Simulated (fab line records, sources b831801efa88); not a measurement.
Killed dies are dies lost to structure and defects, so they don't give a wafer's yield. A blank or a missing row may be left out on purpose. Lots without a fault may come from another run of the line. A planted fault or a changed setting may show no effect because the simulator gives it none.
Which tool did it? | flow gf180mcu | 6 lots, 18 wafers sampled, at 2 steps of a route of 602

WHAT THE GAUGES READ, wafer by wafer
GF_MIM_RS_MEAS_10: measures by four-point-probe.
lot  | measured     | on            | MIM_ALCU_RS (ohm/sq)
L128 | day 24 13:43 | film_metro-02 | 0.1612 0.1610 0.1632
L133 | day 26 15:59 | film_metro-04 | 0.1595 0.1610 0.1585
L139 | day 29 00:15 | film_metro-01 | 0.1585 0.1604 0.1592
L142 | day 29 15:04 | film_metro-04 | 0.1615 0.1604 0.1608
L145 | day 30 07:29 | film_metro-04 | 0.1617 0.1588 0.1600
L148 | day 30 18:44 | film_metro-02 | 0.1586 0.1602 0.1618

WHICH TOOL RAN EACH LOT (tool, then ch and the chambers of the sampled wafers, then the start)
lot  | GF_CONTACT_CMP_27
L128 | cmp-02 ch 0,1, day 16 06:42
L133 | cmp-01 ch 0,1,3, day 18 11:23
L139 | cmp-02 ch 0,1,3, day 21 06:58
L142 | cmp-01 ch 0,2,3, day 22 00:47
L145 | cmp-02 ch 0,1,3, day 22 21:20
L148 | cmp-02 ch 2,3, day 23 11:27
- GF_CONTACT_CMP_27: polishes, stops on SiO2, t overpolish 15 s, target thk 0 nm.

THE ANSWER, worked out from the rows above alone
Rule: what is usual is taken from the lots themselves. Put in order of their means at a reading, lots are off if they are a third of the lots or fewer, leave a main group of 4 or more, and stand apart from it by a gap of 3 or more times the standard deviation of the main group's means; of several such gaps the widest counts. A main group whose means are all the same, to the digits that the tables above print for the reading, isn't used. A lot without any number at a reading at which 4 lots or more have one is off too. The other lots that the step has rows for count as sound.
No lot is off at any reading shown: from this, nothing can be told.

WHAT THE SIMULATOR HAD PUT IN
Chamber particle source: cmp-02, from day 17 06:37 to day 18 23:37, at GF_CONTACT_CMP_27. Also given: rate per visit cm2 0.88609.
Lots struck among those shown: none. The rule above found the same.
